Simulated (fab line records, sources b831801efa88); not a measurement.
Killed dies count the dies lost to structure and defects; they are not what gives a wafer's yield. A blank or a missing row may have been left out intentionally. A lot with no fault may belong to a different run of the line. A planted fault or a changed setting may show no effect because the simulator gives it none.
Which tool is to blame?	flow sky130	13 lots, 39 wafers sampled, at 5 steps of a route of 708

== WHAT THE GAUGES SHOWED, per wafer ==
SKY_VIA3_THK_MEAS_01.
lot	measured	on	VIA3_HDPCVD_THK (nm)
L897	day 38 06:23	film metro-01	1631 1627 1642
L898	day 38 13:49	film metro-04	1656 1635 1628
L899	day 38 22:08	film metro-02	1644 1625 1617
L900	day 39 04:24	film metro-04	1655 1670 1663
L901	day 39 13:20	film metro-02	1633 1643 1633
L902	day 40 05:22	film metro-04	1645 1635 1641
L903	day 41 05:52	film metro-02	1648 1640 1641
L905	day 41 04:50	film metro-04	1641 1631 1633
L908	day 42 01:21	film metro-02	1644 1658 1660
L909	day 42 10:01	film metro-01	1072 1645 1073
L911	day 42 22:53	film metro-02	1633 1642 1073
L915	day 44 00:54	film metro-02	1649 1648 1649
L920	day 44 22:31	film metro-01	1613 1624 1633

SKY_VIA3_RS_MEAS_22: a four-point-probe measurement.
lot	measured	on	VIA3_W_RS (ohm/sq)
L897	day 39 09:19	film metro-01	0.298 0.298 0.296
L898	day 39 15:46	film metro-02	0.295 0.295 0.297
L899	day 39 23:52	film metro-04	0.298 0.303 0.296
L900	day 40 06:36	film metro-01	0.292 0.294 0.292
L901	day 40 14:42	film metro-02	0.297 0.293 0.292
L902	day 41 06:38	film metro-01	0.296 0.295 0.296
L903	day 42 07:02	film metro-01	0.284 0.295 0.290
L905	day 42 05:59	film metro-02	0.293 0.288 0.295
L908	day 43 01:40	film metro-02	0.297 0.293 0.299
L909	day 43 10:25	film metro-04	0.292 0.288 0.297
L911	day 43 22:08	film metro-02	0.299 0.295 0.290
L915	day 45 01:01	film metro-04	0.293 0.291 0.290
L920	day 45 20:49	film metro-01	0.289 0.288 0.294

== TOOL THAT RAN EACH LOT (tool first, then ch and the chambers of the sampled wafers, then the start) ==
lot	SKY_VIA2_CVD_21	SKY_METAL3_SPUTTER_03	SKY_VIA3_HDPCVD_00
L897	cvd w-02 ch 0,1, day 36 00:13	pvd sputter-02, day 36 00:54	hdpcvd-01 ch 0,1, day 38 06:08
L898	cvd w-01 ch 0,1, day 36 08:48	pvd sputter-01, day 36 09:29	hdpcvd-02 ch 0,1,2, day 38 13:38
L899	cvd w-01 ch 0, day 36 15:34	pvd sputter-04, day 36 16:16	hdpcvd-02 ch 0,1,2, day 38 22:02
L900	cvd w-02 ch 0,1, day 36 22:55	pvd sputter-02, day 36 23:35	hdpcvd-02 ch 0,1,2, day 39 04:17
L901	cvd w-01 ch 0,1, day 37 07:44	pvd sputter-01, day 37 08:26	hdpcvd-02 ch 1,2, day 39 13:10
L902	cvd w-02 ch 0,1, day 38 00:46	pvd sputter-01, day 38 01:28	hdpcvd-02 ch 0,1,2, day 40 05:12
L903	cvd w-02 ch 0,1, day 39 00:45	pvd sputter-02, day 39 01:25	hdpcvd-02 ch 0,1, day 41 05:41
L905	cvd w-02 ch 0,1, day 39 01:24	pvd sputter-02, day 39 02:13	hdpcvd-01 ch 1,2, day 41 04:40
L908	cvd w-01 ch 0,1, day 39 22:22	pvd sputter-02, day 39 23:04	hdpcvd-01 ch 0,1,2, day 42 01:11
L909	cvd w-02 ch 1, day 40 06:29	pvd sputter-02, day 40 07:11	hdpcvd-02 ch 0,1, day 42 09:51
L911	cvd w-02 ch 0,1, day 40 20:38	pvd sputter-04, day 40 21:18	hdpcvd-02 ch 0,1,2, day 42 22:46
L915	cvd w-01 ch 0,1, day 42 00:15	pvd sputter-02, day 42 01:32	hdpcvd-01 ch 0,1,2, day 44 00:43
L920	cvd w-02 ch 0,1, day 42 23:12	pvd sputter-01, day 42 23:53	hdpcvd-01 ch 1,2, day 44 22:21
- SKY_VIA2_CVD_21: deposits W, target thk 420 nm, time 126.4 s.
- SKY_METAL3_SPUTTER_03: material Ti, target thk 5 nm, time 3.3 s.
- SKY_VIA3_HDPCVD_00: deposits SiO2, target thk 1635 nm, time 272.5 s.

== AS READ BY THE TOOLS THEMSELVES (means over the sampled wafers that have a number; for cases with no such wafer, the mark the record gives instead) ==
SKY_VIA2_CVD_21.
lot	tool	heater power w (W)
L897	cvd w-02	926
L898	cvd w-01	923
L899	cvd w-01	953
L900	cvd w-02	918
L901	cvd w-01	896
L902	cvd w-02	936
L903	cvd w-02	940
L905	cvd w-02	940
L908	cvd w-01	846
L909	cvd w-02	921
L911	cvd w-02	916
L915	cvd w-01	870
L920	cvd w-02	929

SKY_METAL3_SPUTTER_03.
lot	tool	throttle valve pct (%)
L897	pvd sputter-02	29.0
L898	pvd sputter-01	31.5
L899	pvd sputter-04	30.1
L900	pvd sputter-02	29.1
L901	pvd sputter-01	30.4
L902	pvd sputter-01	31.8
L903	pvd sputter-02	29.7
L905	pvd sputter-02	29.8
L908	pvd sputter-02	29.2
L909	pvd sputter-02	30.0
L911	pvd sputter-04	30.3
L915	pvd sputter-02	28.9
L920	pvd sputter-01	30.4

SKY_VIA3_HDPCVD_00.
lot	tool	run length s (s)
L897	hdpcvd-01	300.3
L898	hdpcvd-02	300.8
L899	hdpcvd-02	300.7
L900	hdpcvd-02	300.8
L901	hdpcvd-02	301.0
L902	hdpcvd-02	300.5
L903	hdpcvd-02	301.4
L905	hdpcvd-01	300.3
L908	hdpcvd-01	300.3
L909	hdpcvd-02	238.0
L911	hdpcvd-02	269.3
L915	hdpcvd-01	300.2
L920	hdpcvd-01	300.4

== THE ANSWER, worked out from the rows above alone ==
Rule: the usual values come from the lots themselves. The widest of any qualifying gaps counts: lots, ordered by their means at a reading, are off when they make up no more than a third of the lots, leave a main group of 4 or more, and stand apart from it by 3 or more times the standard deviation of that group's means. A main group is skipped when, at the precision printed for the reading in the tables above, its means are all equal. Also off: a lot with no number at a reading for which 4 or more lots have one. The other lots that the step has rows for count as sound. The gauges are gone through in route order, then the tools' own readings, and for those a lot's mean is taken as printed above. The first step at which some lot is off is used, and at that step the reading that is off furthest; a lot without a number counts as furthest.
Off: L909, L911, seen at SKY_VIA3_THK_MEAS_01 (VIA3_HDPCVD_THK). Main group: mean 1640 nm, sd 11.
If a tool, at a process step before that reading, ran all the lots that are off and no sound lot after the first of them, it fits. Not tried: the gauges at SKY_VIA3_THK_MEAS_01; whatever is off there is also off at SKY_VIA3_HDPCVD_00, on other tools, and gauge error can't account for it. One fits: hdpcvd-02 at SKY_VIA3_HDPCVD_00. A fault onset in the window from L903 (day 41 05:41, its last sound lot) to L909 (day 42 09:51, its first lot off) fits.
The tool's own readings at SKY_VIA3_HDPCVD_00 bear it out: on the lots that are off they differ by more than 5 times the standard deviation of the sound lots' means. run length s reads 253.7 s there against 300.6 s on the sound lots.

== WHAT HAD BEEN PUT IN BY THE SIMULATOR ==
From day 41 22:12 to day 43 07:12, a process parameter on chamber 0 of hdpcvd-02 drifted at SKY_VIA3_HDPCVD_00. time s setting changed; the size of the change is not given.
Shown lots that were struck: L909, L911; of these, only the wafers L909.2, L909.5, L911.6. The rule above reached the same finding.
